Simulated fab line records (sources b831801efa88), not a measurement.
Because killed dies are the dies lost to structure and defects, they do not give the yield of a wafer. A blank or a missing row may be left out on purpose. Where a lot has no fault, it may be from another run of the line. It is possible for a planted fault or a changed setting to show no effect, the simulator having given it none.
fab line records / flow sky130
[record] lots = 5 wafers = 15 last-day = 50
route steps=708 shown VIA3@586 METAL4@598
lots that met no fault: from a run of the same line without faults
start-h: hours from the record's opening day to when the first of the lot's shown wafers began / wait-h: hours from the lot's prior step to this one / " same as the row above / L1.1+2: a single row standing in for several wafers / - no value, or no start was given / * or withheld: withheld / < > ~ a bound
route shown NAME@n: NAME is a module with steps in the file, n the number in the route of the first one / usual: average and standard deviation across the fault-free wafers / same: alike in all rows / chamber/n: place in a boat / sites: each site's reading / _std_site: standard deviation across them / _edge_site: inner sites' mean taken away from outer sites' mean / radius-mm: how far each site lies from the wafer's centre / mask NAME#n: copy n / behind: tool/chamber where the wafer was last shaped / hold: reason for holding the lot/hours on hold/outcome of the hold / device: the transistor (n, p or np) that didn't switch / end of line: the same wafers' tests at the end of the route / where a step has no rows: the recipe by itself / killed: dies lost to structure and defects at the first sort, not the wafer's yield / map: dies across one wafer; x = killed, . = not, _ = none there
set.NAME: the setting as run; set.NAME@STEP: as run at that earlier step / model.NAME: the simulator's own value behind a step, which no gauge read
lots seen at some steps along the route; tables by step, rows by wafer
services: a tool's chamber out of use, with start hour (start-h, from the record's first day; less than 0 if before it), hours out, and reason
[[steps]]
[step SKY_VIA3_OVL_MEAS_13]
[usual] VIA3_OVL = 0/4.1
lot.wafer=L565.1 tool=overlay-02 chamber=- start-h=947.59 wait-h=0.1 VIA3_OVL[nm]=3
lot.wafer=L565.3 tool=overlay-02 chamber=- start-h=947.59 wait-h=0.1 VIA3_OVL[nm]=-2
lot.wafer=L565.6 tool=overlay-02 chamber=- start-h=947.59 wait-h=0.1 VIA3_OVL[nm]=-2
lot.wafer=L576.1 tool=overlay-01 chamber=- start-h=1024.55 wait-h=0.1 VIA3_OVL[nm]=6
lot.wafer=L576.4 tool=overlay-01 chamber=- start-h=1024.55 wait-h=0.1 VIA3_OVL[nm]=3
lot.wafer=L576.5 tool=overlay-01 chamber=- start-h=1024.55 wait-h=0.1 VIA3_OVL[nm]=2
lot.wafer=L579.3 tool=overlay-02 chamber=- start-h=1056.20 wait-h=0.1 VIA3_OVL[nm]=10
lot.wafer=L579.4 tool=overlay-02 chamber=- start-h=1056.20 wait-h=0.1 VIA3_OVL[nm]=7
lot.wafer=L579.6 tool=overlay-02 chamber=- start-h=1056.20 wait-h=0.1 VIA3_OVL[nm]=2
lot.wafer=L582.3 tool=overlay-01 chamber=- start-h=1062.26 wait-h=0.1 VIA3_OVL[nm]=-4
lot.wafer=L582.4 tool=overlay-01 chamber=- start-h=1062.26 wait-h=0.1 VIA3_OVL[nm]=-1
lot.wafer=L582.5 tool=overlay-01 chamber=- start-h=1062.26 wait-h=0.1 VIA3_OVL[nm]=-5
lot.wafer=L585.3 tool=overlay-01 chamber=- start-h=1084.31 wait-h=0.1 VIA3_OVL[nm]=0
lot.wafer=L585.5 tool=overlay-01 chamber=- start-h=1084.31 wait-h=0.1 VIA3_OVL[nm]=1
lot.wafer=L585.6 tool=overlay-01 chamber=- start-h=1084.31 wait-h=0.1 VIA3_OVL[nm]=-1
[step SKY_VIA3_ETCH_14]
[recipe] chemistry = N2/H2 target = BARC ion-energy-ev = 200 source-w = 500 bias-w = 100 pressure-mtorr = 30 n2-flow-sccm = 100 h2-flow-sccm = 200 stop-on = SiO2 time-s = 45.9 target-depth-a = 600
[step SKY_VIA3_ETCH_15]
[recipe] target = SiO2 chemistry = C4F8/O2/Ar target-depth-nm = 507 stop-on = TiN mask-material = KrF-thick source-w = 1500 bias-w = 1200 pressure-mtorr = 40 c4f8-flow-sccm = withheld O2_flow_sccm = 6 Ar_flow_sccm = 300 time-s = 78
[usual] oes-product-au = 0.946/0.0046
lot.wafer=L565.1 tool=rie-diel-03 chamber=2 start-h=947.67 wait-h=0.0 oes-product-au=0.941 rf-hours-counter-h=14
lot.wafer=L565.3 tool=rie-diel-03 chamber=1 start-h=947.67 wait-h=0.0 oes-product-au=0.948 rf-hours-counter-h=12
lot.wafer=L565.6 tool=rie-diel-03 chamber=2 start-h=947.67 wait-h=0.0 oes-product-au=0.944 rf-hours-counter-h=-
lot.wafer=L576.1 tool=rie-diel-04 chamber=3 start-h=1024.62 wait-h=0.0 oes-product-au=0.948 rf-hours-counter-h=23
lot.wafer=L576.4 tool=rie-diel-04 chamber=2 start-h=1024.62 wait-h=0.0 oes-product-au=0.941 rf-hours-counter-h=16
lot.wafer=L576.5 tool=rie-diel-04 chamber=2 start-h=1024.62 wait-h=0.0 oes-product-au=0.942 rf-hours-counter-h=-
lot.wafer=L579.3 tool=rie-diel-04 chamber=0 start-h=1056.27 wait-h=0.0 oes-product-au=0.954 rf-hours-counter-h=9
lot.wafer=L579.4 tool=rie-diel-04 chamber=2 start-h=1056.27 wait-h=0.0 oes-product-au=0.949 rf-hours-counter-h=17
lot.wafer=L579.6 tool=rie-diel-04 chamber=0 start-h=1056.27 wait-h=0.0 oes-product-au=0.950 rf-hours-counter-h=-
lot.wafer=L582.3 tool=rie-diel-02 chamber=0 start-h=1062.32 wait-h=0.0 oes-product-au=0.949 rf-hours-counter-h=22
lot.wafer=L582.4 tool=rie-diel-02 chamber=1 start-h=1062.32 wait-h=0.0 oes-product-au=0.944 rf-hours-counter-h=16
lot.wafer=L582.5 tool=rie-diel-02 chamber=1 start-h=1062.32 wait-h=0.0 oes-product-au=0.952 rf-hours-counter-h=-
lot.wafer=L585.3 tool=rie-diel-02 chamber=0 start-h=1084.37 wait-h=0.0 oes-product-au=0.947 rf-hours-counter-h=23
lot.wafer=L585.5 tool=rie-diel-02 chamber=0 start-h=1084.37 wait-h=0.0 oes-product-au=0.950 rf-hours-counter-h=-
lot.wafer=L585.6 tool=rie-diel-02 chamber=3 start-h=1084.37 wait-h=0.0 oes-product-au=0.946 rf-hours-counter-h=-
[step SKY_VIA3_STRIP_16]
[recipe] chemistry = O2/N2 power-w = 1400 pressure-mtorr = 1500 platen-temp-c = withheld o2-flow-sccm = 3000 n2-flow-sccm = 300 overash-fraction = 0.5
[usual] drypump-motor-current-A = 5.85/0.26 oes-product-au = 0.402/0.0051 strip-time-to-endpoint-s = 4.123/0.026
lot.wafer=L565.1 tool=plasma-asher-01 chamber=0 start-h=947.73 wait-h=0.0 drypump-motor-current-A=6.32 oes-product-au=0.396 rf-hours-counter-h=112 strip-time-to-endpoint-s=4.104
lot.wafer=L565.3 tool=plasma-asher-01 chamber=0 start-h=947.73 wait-h=0.0 drypump-motor-current-A=6.32 oes-product-au=0.401 rf-hours-counter-h=- strip-time-to-endpoint-s=4.077
lot.wafer=L565.6 tool=plasma-asher-01 chamber=1 start-h=947.73 wait-h=0.0 drypump-motor-current-A=5.78 oes-product-au=0.395 rf-hours-counter-h=- strip-time-to-endpoint-s=4.088
lot.wafer=L576.1 tool=plasma-asher-02 chamber=1 start-h=1024.68 wait-h=0.0 drypump-motor-current-A=5.74 oes-product-au=0.400 rf-hours-counter-h=25 strip-time-to-endpoint-s=4.111
lot.wafer=L576.4 tool=plasma-asher-02 chamber=0 start-h=1024.68 wait-h=0.0 drypump-motor-current-A=5.91 oes-product-au=0.408 rf-hours-counter-h=- strip-time-to-endpoint-s=4.093
lot.wafer=L576.5 tool=plasma-asher-02 chamber=0 start-h=1024.68 wait-h=0.0 drypump-motor-current-A=5.90 oes-product-au=0.402 rf-hours-counter-h=- strip-time-to-endpoint-s=4.091
lot.wafer=L579.3 tool=plasma-asher-02 chamber=0 start-h=1056.36 wait-h=0.1 drypump-motor-current-A=5.91 oes-product-au=0.400 rf-hours-counter-h=- strip-time-to-endpoint-s=4.108
lot.wafer=L579.4 tool=plasma-asher-02 chamber=1 start-h=1056.36 wait-h=0.1 drypump-motor-current-A=5.72 oes-product-au=0.401 rf-hours-counter-h=- strip-time-to-endpoint-s=4.148
lot.wafer=L579.6 tool=plasma-asher-02 chamber=1 start-h=1056.36 wait-h=0.1 drypump-motor-current-A=5.71 oes-product-au=0.399 rf-hours-counter-h=- strip-time-to-endpoint-s=4.137
lot.wafer=L582.3 tool=plasma-asher-02 chamber=1 start-h=1062.42 wait-h=0.1 drypump-motor-current-A=5.72 oes-product-au=0.409 rf-hours-counter-h=- strip-time-to-endpoint-s=4.134
lot.wafer=L582.4 tool=plasma-asher-02 chamber=0 start-h=1062.42 wait-h=0.1 drypump-motor-current-A=5.92 oes-product-au=0.400 rf-hours-counter-h=- strip-time-to-endpoint-s=4.145
lot.wafer=L582.5 tool=plasma-asher-02 chamber=0 start-h=1062.42 wait-h=0.1 drypump-motor-current-A=5.91 oes-product-au=0.393 rf-hours-counter-h=- strip-time-to-endpoint-s=4.138
lot.wafer=L585.3 tool=plasma-asher-03 chamber=1 start-h=1084.46 wait-h=0.1 drypump-motor-current-A=5.85 oes-product-au=0.416 rf-hours-counter-h=- strip-time-to-endpoint-s=4.148
lot.wafer=L585.5 tool=plasma-asher-03 chamber=1 start-h=1084.46 wait-h=0.1 drypump-motor-current-A=5.81 oes-product-au=0.411 rf-hours-counter-h=- strip-time-to-endpoint-s=4.152
lot.wafer=L585.6 tool=plasma-asher-03 chamber=0 start-h=1084.46 wait-h=0.1 drypump-motor-current-A=5.46 oes-product-au=0.404 rf-hours-counter-h=- strip-time-to-endpoint-s=4.152
[step SKY_VIA3_STRIP_17]
[recipe] chemistry = post-etch-residue-remover time-s = 1200 temp-c = 72.5
[step SKY_VIA3_CLEAN_18]
[recipe] chemistry = IPA time-s = 180 temp-c = 25
[step SKY_VIA3_CLEAN_19]
[recipe] chemistry = O3/DIW dry = n2-spin
[step SKY_VIA3_SPUTTER_20]
[recipe] material = TiN target-thk-nm = 20 chamber-pressure-pa = 5 power-w = 4000 time-s = 80
[usual] cathode-dc-power-W = 4000.0/0.71 chamber-pressure-pa = 5.002/0.01 throttle-valve-pct = 30.4/1.4
lot.wafer=L565.1 tool=pvd-sputter-03 chamber=- start-h=948.32 wait-h=0.0 cathode-dc-power-W=4000.1 chamber-pressure-pa=5.004 throttle-valve-pct=28.1
lot.wafer=L565.3 tool=pvd-sputter-03 chamber=- start-h=948.32 wait-h=0.0 cathode-dc-power-W=3998.5 chamber-pressure-pa=4.989 throttle-valve-pct=31.1
lot.wafer=L565.6 tool=pvd-sputter-03 chamber=- start-h=948.32 wait-h=0.0 cathode-dc-power-W=4000.9 chamber-pressure-pa=5.016 throttle-valve-pct=29.9
lot.wafer=L576.1 tool=pvd-sputter-03 chamber=- start-h=1025.32 wait-h=0.0 cathode-dc-power-W=4000.4 chamber-pressure-pa=5.018 throttle-valve-pct=30.2
lot.wafer=L576.4 tool=pvd-sputter-03 chamber=- start-h=1025.32 wait-h=0.0 cathode-dc-power-W=3998.6 chamber-pressure-pa=5.005 throttle-valve-pct=30.0
lot.wafer=L576.5 tool=pvd-sputter-03 chamber=- start-h=1025.32 wait-h=0.0 cathode-dc-power-W=4000.4 chamber-pressure-pa=5.000 throttle-valve-pct=30.0
lot.wafer=L579.3 tool=pvd-sputter-04 chamber=- start-h=1056.92 wait-h=0.0 cathode-dc-power-W=3999.6 chamber-pressure-pa=4.994 throttle-valve-pct=32.9
lot.wafer=L579.4 tool=pvd-sputter-04 chamber=- start-h=1056.92 wait-h=0.0 cathode-dc-power-W=4000.5 chamber-pressure-pa=4.987 throttle-valve-pct=31.5
lot.wafer=L579.6 tool=pvd-sputter-04 chamber=- start-h=1056.92 wait-h=0.0 cathode-dc-power-W=4000.7 chamber-pressure-pa=5.001 throttle-valve-pct=28.9
lot.wafer=L582.3 tool=pvd-sputter-03 chamber=- start-h=1062.98 wait-h=0.0 cathode-dc-power-W=4001.6 chamber-pressure-pa=5.008 throttle-valve-pct=29.8
lot.wafer=L582.4 tool=pvd-sputter-03 chamber=- start-h=1062.98 wait-h=0.0 cathode-dc-power-W=4000.4 chamber-pressure-pa=5.000 throttle-valve-pct=28.1
lot.wafer=L582.5 tool=pvd-sputter-03 chamber=- start-h=1062.98 wait-h=0.0 cathode-dc-power-W=4001.4 chamber-pressure-pa=5.000 throttle-valve-pct=31.2
lot.wafer=L585.3 tool=pvd-sputter-02 chamber=- start-h=1085.02 wait-h=0.0 cathode-dc-power-W=4000.4 chamber-pressure-pa=5.012 throttle-valve-pct=32.0
lot.wafer=L585.5 tool=pvd-sputter-02 chamber=- start-h=1085.02 wait-h=0.0 cathode-dc-power-W=4000.0 chamber-pressure-pa=4.982 throttle-valve-pct=30.4
lot.wafer=L585.6 tool=pvd-sputter-02 chamber=- start-h=1085.02 wait-h=0.0 cathode-dc-power-W=3999.3 chamber-pressure-pa=5.009 throttle-valve-pct=30.9
[step SKY_VIA3_CVD_21]
[recipe] material = W target-thk-nm = 390 time-s = 117.31 temp-c = 400 pressure-torr = 40
[step SKY_VIA3_RS_MEAS_22]
[recipe] thk-meas-gauge = four-point-probe reads = W_of_VIA3_CVD_21+TiN_of_VIA3_SPUTTER_20
[usual] VIA3_W_RS = 0.2945/0.0027
lot.wafer=L565.1 tool=film-metro-02 chamber=- start-h=948.51 wait-h=0.1 VIA3_W_RS[ohm/sq]=0.2933
lot.wafer=L565.3 tool=film-metro-02 chamber=- start-h=948.51 wait-h=0.1 VIA3_W_RS[ohm/sq]=0.2881
lot.wafer=L565.6 tool=film-metro-02 chamber=- start-h=948.51 wait-h=0.1 VIA3_W_RS[ohm/sq]=0.2922
lot.wafer=L576.1 tool=film-metro-04 chamber=- start-h=1025.50 wait-h=0.1 VIA3_W_RS[ohm/sq]=0.2994
lot.wafer=L576.4 tool=film-metro-04 chamber=- start-h=1025.50 wait-h=0.1 VIA3_W_RS[ohm/sq]=0.2957
lot.wafer=L576.5 tool=film-metro-04 chamber=- start-h=1025.50 wait-h=0.1 VIA3_W_RS[ohm/sq]=0.2989
lot.wafer=L579.3 tool=film-metro-03 chamber=- start-h=1057.15 wait-h=0.1 VIA3_W_RS[ohm/sq]=0.2953
lot.wafer=L579.4 tool=film-metro-03 chamber=- start-h=1057.15 wait-h=0.1 VIA3_W_RS[ohm/sq]=0.2929
lot.wafer=L579.6 tool=film-metro-03 chamber=- start-h=1057.15 wait-h=0.1 VIA3_W_RS[ohm/sq]=0.2895
lot.wafer=L582.3 tool=film-metro-02 chamber=- start-h=1063.20 wait-h=0.1 VIA3_W_RS[ohm/sq]=0.2945
lot.wafer=L582.4 tool=film-metro-02 chamber=- start-h=1063.20 wait-h=0.1 VIA3_W_RS[ohm/sq]=0.2971
lot.wafer=L582.5 tool=film-metro-02 chamber=- start-h=1063.20 wait-h=0.1 VIA3_W_RS[ohm/sq]=0.2932
lot.wafer=L585.3 tool=film-metro-02 chamber=- start-h=1085.25 wait-h=0.1 VIA3_W_RS[ohm/sq]=0.2944
lot.wafer=L585.5 tool=film-metro-02 chamber=- start-h=1085.25 wait-h=0.1 VIA3_W_RS[ohm/sq]=0.2949
lot.wafer=L585.6 tool=film-metro-02 chamber=- start-h=1085.25 wait-h=0.1 VIA3_W_RS[ohm/sq]=0.2951
[step SKY_VIA3_THK_MEAS_23]
[recipe] thk-meas-gauge = xrf reads = W_of_VIA3_CVD_21
[usual] VIA3_W_THK = 403/8.1
lot.wafer=L565.1 tool=film-metro-02 chamber=- start-h=948.63 wait-h=0.1 VIA3_W_THK[nm]=396
lot.wafer=L565.3 tool=film-metro-02 chamber=- start-h=948.63 wait-h=0.1 VIA3_W_THK[nm]=400
lot.wafer=L565.6 tool=film-metro-02 chamber=- start-h=948.63 wait-h=0.1 VIA3_W_THK[nm]=395
lot.wafer=L576.1 tool=film-metro-04 chamber=- start-h=1025.62 wait-h=0.1 VIA3_W_THK[nm]=394
lot.wafer=L576.4 tool=film-metro-04 chamber=- start-h=1025.62 wait-h=0.1 VIA3_W_THK[nm]=399
lot.wafer=L576.5 tool=film-metro-04 chamber=- start-h=1025.62 wait-h=0.1 VIA3_W_THK[nm]=394
lot.wafer=L579.3 tool=film-metro-03 chamber=- start-h=1057.25 wait-h=0.1 VIA3_W_THK[nm]=407
lot.wafer=L579.4 tool=film-metro-03 chamber=- start-h=1057.25 wait-h=0.1 VIA3_W_THK[nm]=411
lot.wafer=L579.6 tool=film-metro-03 chamber=- start-h=1057.25 wait-h=0.1 VIA3_W_THK[nm]=413
lot.wafer=L582.3 tool=film-metro-02 chamber=- start-h=1063.30 wait-h=0.1 VIA3_W_THK[nm]=390
lot.wafer=L582.4 tool=film-metro-02 chamber=- start-h=1063.30 wait-h=0.1 VIA3_W_THK[nm]=388
lot.wafer=L582.5 tool=film-metro-02 chamber=- start-h=1063.30 wait-h=0.1 VIA3_W_THK[nm]=392
lot.wafer=L585.3 tool=film-metro-02 chamber=- start-h=1085.35 wait-h=0.1 VIA3_W_THK[nm]=395
lot.wafer=L585.5 tool=film-metro-02 chamber=- start-h=1085.35 wait-h=0.1 VIA3_W_THK[nm]=395
lot.wafer=L585.6 tool=film-metro-02 chamber=- start-h=1085.35 wait-h=0.1 VIA3_W_THK[nm]=394
[step SKY_VIA3_CMP_24]
[recipe] stop-on = SiO2 t-overpolish-s = 20 down-force-psi = 3.5 platen-rpm = 60 target-thk-nm = 0 pad-velocity-m-s = 0.94248
[usual] motor-current-A = 11.3/1.4 overpolish-run-s = 20.000/0.0087 time-to-endpoint-s = 95/4
lot.wafer=L565.3 tool=cmp-02 chamber=2 start-h=948.69 wait-h=0.0 motor-current-A=11.7 overpolish-run-s=20.000 time-to-endpoint-s=92
lot.wafer=L565.1 tool=cmp-02 chamber=0 start-h=948.69 wait-h=0.0 motor-current-A=11.1 overpolish-run-s=19.991 time-to-endpoint-s=89
lot.wafer=L565.6 tool=cmp-02 chamber=3 start-h=948.69 wait-h=0.0 motor-current-A=12.0 overpolish-run-s=20.009 time-to-endpoint-s=95
lot.wafer=L576.4 tool=cmp-01 chamber=1 start-h=1025.78 wait-h=0.1 motor-current-A=11.6 overpolish-run-s=19.989 time-to-endpoint-s=100
lot.wafer=L576.1 tool=cmp-01 chamber=2 start-h=1025.78 wait-h=0.1 motor-current-A=12.7 overpolish-run-s=19.982 time-to-endpoint-s=94
lot.wafer=L576.5 tool=cmp-01 chamber=3 start-h=1025.78 wait-h=0.1 motor-current-A=9.2 overpolish-run-s=19.988 time-to-endpoint-s=104
lot.wafer=L579.4 tool=cmp-01 chamber=3 start-h=1057.42 wait-h=0.2 motor-current-A=9.1 overpolish-run-s=19.998 time-to-endpoint-s=105
lot.wafer=L579.3 tool=cmp-01 chamber=2 start-h=1057.42 wait-h=0.2 motor-current-A=12.6 overpolish-run-s=20.001 time-to-endpoint-s=99
lot.wafer=L579.6 tool=cmp-01 chamber=3 start-h=1057.42 wait-h=0.2 motor-current-A=9.8 overpolish-run-s=19.990 time-to-endpoint-s=105
lot.wafer=L582.3 tool=cmp-01 chamber=1 start-h=1063.34 wait-h=0.0 motor-current-A=12.1 overpolish-run-s=20.000 time-to-endpoint-s=95
lot.wafer=L582.4 tool=cmp-01 chamber=0 start-h=1063.34 wait-h=0.0 motor-current-A=9.9 overpolish-run-s=19.997 time-to-endpoint-s=90
lot.wafer=L582.5 tool=cmp-01 chamber=2 start-h=1063.34 wait-h=0.0 motor-current-A=12.8 overpolish-run-s=20.007 time-to-endpoint-s=91
lot.wafer=L585.3 tool=cmp-01 chamber=3 start-h=1086.86 wait-h=1.5 motor-current-A=9.7 overpolish-run-s=20.017 time-to-endpoint-s=98
lot.wafer=L585.6 tool=cmp-01 chamber=2 start-h=1086.86 wait-h=1.5 motor-current-A=12.4 overpolish-run-s=19.998 time-to-endpoint-s=94
lot.wafer=L585.5 tool=cmp-01 chamber=3 start-h=1086.86 wait-h=1.5 motor-current-A=8.9 overpolish-run-s=19.998 time-to-endpoint-s=98
[step SKY_METAL4_SPUTTER_00]
[recipe] material = Ti target-thk-nm = 15 power-w = 3000 time-s = 10 chamber-pressure-pa = 0.4
[usual] cathode-dc-power-W = 3000.0/0.55 chamber-pressure-pa = 0.4001/0.00081 throttle-valve-pct = 30.1/1.2
lot.wafer=L565.1 tool=pvd-sputter-01 chamber=- start-h=948.99 wait-h=0.1 cathode-dc-power-W=3000.3 chamber-pressure-pa=0.3998 throttle-valve-pct=29.7
lot.wafer=L565.3 tool=pvd-sputter-01 chamber=- start-h=948.99 wait-h=0.1 cathode-dc-power-W=2999.0 chamber-pressure-pa=0.3994 throttle-valve-pct=30.1
lot.wafer=L565.6 tool=pvd-sputter-01 chamber=- start-h=948.99 wait-h=0.1 cathode-dc-power-W=2999.3 chamber-pressure-pa=0.3995 throttle-valve-pct=30.0
lot.wafer=L576.1 tool=pvd-sputter-02 chamber=- start-h=1025.98 wait-h=0.1 cathode-dc-power-W=3001.1 chamber-pressure-pa=0.4003 throttle-valve-pct=31.1
lot.wafer=L576.4 tool=pvd-sputter-02 chamber=- start-h=1025.98 wait-h=0.1 cathode-dc-power-W=3000.1 chamber-pressure-pa=0.4011 throttle-valve-pct=32.1
lot.wafer=L576.5 tool=pvd-sputter-02 chamber=- start-h=1025.98 wait-h=0.1 cathode-dc-power-W=3000.4 chamber-pressure-pa=0.4018 throttle-valve-pct=32.2
lot.wafer=L579.3 tool=pvd-sputter-02 chamber=- start-h=1057.72 wait-h=0.1 cathode-dc-power-W=- chamber-pressure-pa=- throttle-valve-pct=-
lot.wafer=L579.4 tool=pvd-sputter-02 chamber=- start-h=1057.72 wait-h=0.1 cathode-dc-power-W=- chamber-pressure-pa=- throttle-valve-pct=-
lot.wafer=L579.6 tool=pvd-sputter-02 chamber=- start-h=1057.72 wait-h=0.1 cathode-dc-power-W=- chamber-pressure-pa=- throttle-valve-pct=-
lot.wafer=L582.3 tool=pvd-sputter-03 chamber=- start-h=1063.64 wait-h=0.2 cathode-dc-power-W=2999.6 chamber-pressure-pa=0.4005 throttle-valve-pct=27.8
lot.wafer=L582.4 tool=pvd-sputter-03 chamber=- start-h=1063.64 wait-h=0.2 cathode-dc-power-W=3000.5 chamber-pressure-pa=0.4004 throttle-valve-pct=27.9
lot.wafer=L582.5 tool=pvd-sputter-03 chamber=- start-h=1063.64 wait-h=0.2 cathode-dc-power-W=3000.7 chamber-pressure-pa=0.4012 throttle-valve-pct=31.1
lot.wafer=L585.3 tool=pvd-sputter-01 chamber=- start-h=1087.11 wait-h=0.2 cathode-dc-power-W=3000.3 chamber-pressure-pa=0.4004 throttle-valve-pct=29.8
lot.wafer=L585.5 tool=pvd-sputter-01 chamber=- start-h=1087.11 wait-h=0.2 cathode-dc-power-W=2999.3 chamber-pressure-pa=0.4004 throttle-valve-pct=30.1
lot.wafer=L585.6 tool=pvd-sputter-01 chamber=- start-h=1087.11 wait-h=0.2 cathode-dc-power-W=3001.1 chamber-pressure-pa=0.3987 throttle-valve-pct=28.8
[step SKY_METAL4_SPUTTER_01]
[recipe] material = TiN target-thk-nm = 20 power-w = 6500 time-s = 16.7 chamber-pressure-pa = 0.4
[usual] cathode-dc-power-W = 6500.1/1.2 chamber-pressure-pa = 0.3999/0.00075 throttle-valve-pct = 30.1/1.2
lot.wafer=L565.1 tool=pvd-sputter-01 chamber=- start-h=949.01 wait-h=0.0 cathode-dc-power-W=6498.7 chamber-pressure-pa=0.4019 throttle-valve-pct=29.9
lot.wafer=L565.3 tool=pvd-sputter-01 chamber=- start-h=949.01 wait-h=0.0 cathode-dc-power-W=6499.6 chamber-pressure-pa=0.3988 throttle-valve-pct=29.7
lot.wafer=L565.6 tool=pvd-sputter-01 chamber=- start-h=949.01 wait-h=0.0 cathode-dc-power-W=6499.7 chamber-pressure-pa=0.3987 throttle-valve-pct=30.0
lot.wafer=L576.1 tool=pvd-sputter-02 chamber=- start-h=1026.00 wait-h=0.0 cathode-dc-power-W=6500.4 chamber-pressure-pa=0.3995 throttle-valve-pct=31.1
lot.wafer=L576.4 tool=pvd-sputter-02 chamber=- start-h=1026.00 wait-h=0.0 cathode-dc-power-W=6499.7 chamber-pressure-pa=0.3993 throttle-valve-pct=32.0
lot.wafer=L576.5 tool=pvd-sputter-02 chamber=- start-h=1026.00 wait-h=0.0 cathode-dc-power-W=6500.8 chamber-pressure-pa=0.3995 throttle-valve-pct=32.2
lot.wafer=L579.3 tool=pvd-sputter-02 chamber=- start-h=1057.74 wait-h=0.0 cathode-dc-power-W=6499.9 chamber-pressure-pa=0.4010 throttle-valve-pct=28.6
lot.wafer=L579.4 tool=pvd-sputter-02 chamber=- start-h=1057.74 wait-h=0.0 cathode-dc-power-W=6499.6 chamber-pressure-pa=0.4012 throttle-valve-pct=30.9
lot.wafer=L579.6 tool=pvd-sputter-02 chamber=- start-h=1057.74 wait-h=0.0 cathode-dc-power-W=6501.2 chamber-pressure-pa=0.4010 throttle-valve-pct=30.2
lot.wafer=L582.3 tool=pvd-sputter-03 chamber=- start-h=1063.67 wait-h=0.0 cathode-dc-power-W=6500.1 chamber-pressure-pa=0.3997 throttle-valve-pct=28.0
lot.wafer=L582.4 tool=pvd-sputter-03 chamber=- start-h=1063.67 wait-h=0.0 cathode-dc-power-W=6499.1 chamber-pressure-pa=0.4005 throttle-valve-pct=27.8
lot.wafer=L582.5 tool=pvd-sputter-03 chamber=- start-h=1063.67 wait-h=0.0 cathode-dc-power-W=6498.4 chamber-pressure-pa=0.3996 throttle-valve-pct=31.0
lot.wafer=L585.3 tool=pvd-sputter-01 chamber=- start-h=1087.13 wait-h=0.0 cathode-dc-power-W=6499.2 chamber-pressure-pa=0.4001 throttle-valve-pct=30.0
lot.wafer=L585.5 tool=pvd-sputter-01 chamber=- start-h=1087.13 wait-h=0.0 cathode-dc-power-W=6501.1 chamber-pressure-pa=0.4000 throttle-valve-pct=29.8
lot.wafer=L585.6 tool=pvd-sputter-01 chamber=- start-h=1087.13 wait-h=0.0 cathode-dc-power-W=6499.9 chamber-pressure-pa=0.3996 throttle-valve-pct=28.5
[[services]]
tool=rie-diel-02 chamber=- start-h=926.02 hours=0.2 kind=repair
tool=rie-diel-03 chamber=3 start-h=937.78 hours=2.5 kind=repair
tool=rie-diel-03 chamber=0 start-h=942.42 hours=5.4 kind=repair
tool=pvd-sputter-01 chamber=- start-h=944.01 hours=3.1 kind=repair
tool=cmp-01 chamber=- start-h=949.93 hours=0.9 kind=repair
tool=pvd-sputter-04 chamber=- start-h=956.39 hours=2.9 kind=repair
tool=cmp-01 chamber=- start-h=958.95 hours=3.0 kind=pm
tool=rie-diel-04 chamber=- start-h=958.96 hours=8.2 kind=repair
tool=plasma-asher-02 chamber=- start-h=959.12 hours=1.4 kind=repair
tool=cmp-01 chamber=- start-h=962.74 hours=0.7 kind=repair
tool=cmp-01 chamber=- start-h=967.68 hours=1.0 kind=repair
tool=rie-diel-02 chamber=- start-h=969.67 hours=2.8 kind=pm
tool=rie-diel-03 chamber=0 start-h=975.41 hours=4.7 kind=repair
tool=plasma-asher-02 chamber=- start-h=977.07 hours=2.0 kind=repair
tool=pvd-sputter-04 chamber=- start-h=980.03 hours=1.2 kind=repair
tool=rie-diel-04 chamber=- start-h=980.94 hours=0.4 kind=repair
tool=rie-diel-02 chamber=2 start-h=991.44 hours=12.5 kind=repair
tool=rie-diel-04 chamber=- start-h=997.98 hours=0.2 kind=repair
tool=cmp-01 chamber=- start-h=1001.59 hours=17.6 kind=pm
tool=rie-diel-04 chamber=0 start-h=1036.99 hours=5.0 kind=repair
tool=plasma-asher-03 chamber=- start-h=1049.32 hours=12.8 kind=repair
tool=plasma-asher-01 chamber=- start-h=1055.31 hours=9.0 kind=pm
tool=rie-diel-02 chamber=3 start-h=1065.46 hours=10.1 kind=repair
tool=plasma-asher-02 chamber=- start-h=1078.27 hours=2.2 kind=repair
[[key]]
[first-sign] step = SKY_METAL4_SPUTTER_00 reading = tool-record direction = missing
effect none on later readings
met-at SKY_METAL4_SPUTTER_00
struck-wafers L579.3,L579.4,L579.6
later-rows-left-out L579.3,L579.4,L579.6
sort-left-out L579.3,L579.4,L579.6
onset-between 1025.98 1057.72
[fault] kind = skipped-step-whole tool = pvd-sputter-02 chamber = - onset-h = 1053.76 steps = SKY_METAL4_SPUTTER_00 scope = struck-lots-only
// sort-left-out: the simulated sort isn't trusted on such a fault, so these wafers' sort isn't shown, and their yield isn't known
// later-rows-left-out: the simulator's readings of these wafers behind a module that went badly wrong aren't trusted and aren't shown, but for the sort
